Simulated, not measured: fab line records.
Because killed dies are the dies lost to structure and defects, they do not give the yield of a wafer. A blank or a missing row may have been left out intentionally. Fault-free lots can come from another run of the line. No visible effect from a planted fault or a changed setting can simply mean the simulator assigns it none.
Matching of chambers    flow sky130    4 sister chambers for SKY_VIA4_CMP_02 on cmp-01
The step polishes SiO2. 18 wafers are shown with their chamber, then 9 later ones without.

== WAFERS PAIRED WITH THEIR CHAMBERS ==
wafer   chamber  motor-current-A (A)
L658.1  2        15.2
L658.2  0        11.1
L658.4  3        13.1
L659.2  2        15.0
L659.4  1        11.2
L659.5  1        10.6
L663.1  0        10.7
L663.3  1        11.1
L663.6  1        10.6
L665.2  2        15.1
L665.3  1        11.2
L665.5  3        13.1
L669.4  1        10.4
L669.5  2        14.9
L669.6  1        10.3
L677.2  3        12.7
L677.4  2        14.5
L677.6  0        10.7

SIGNATURES (means of the wafers above)
reading          chamber 0  chamber 1  chamber 2  chamber 3  scatter within a chamber
motor-current-A  10.833     10.771     14.940     12.967     0.316
Rule: a wafer's distance from a chamber is the root of the sum, over the readings, of the square of ((its reading less the chamber's mean) divided by the reading's scatter). If the next closest chamber is less than 2 further off than the closest, the wafer can't be placed; otherwise it belongs to the closest. The scatter: take each reading less its chamber's mean, square it, sum over the shown wafers, divide by the number of wafers less the number of chambers, and take the root.

== WAFERS WHOSE CHAMBER IS MISSING ==
wafer   motor-current-A (A)
L678.1  13.5
L678.3  10.3
L678.5  10.3
L680.2  14.8
L680.4  10.8
L680.5  13.6
L681.1  11.1
L681.3  10.5
L681.6  10.9

== WHICH CHAMBER EACH WENT THROUGH ==
wafer   from the rows above      in truth
L678.1  3                        3
L678.3  can't be placed: 1 or 0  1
L678.5  can't be placed: 1 or 0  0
L680.2  2                        2
L680.4  can't be placed: 1 or 0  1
L680.5  3                        3
L681.1  can't be placed: 0 or 1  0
L681.3  can't be placed: 1 or 0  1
L681.6  can't be placed: 0 or 1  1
Correct placement for 3 of the 9. Cannot be placed on the basis of these rows: 6; the candidates contain the true chamber in 6. 0 placed wrongly.
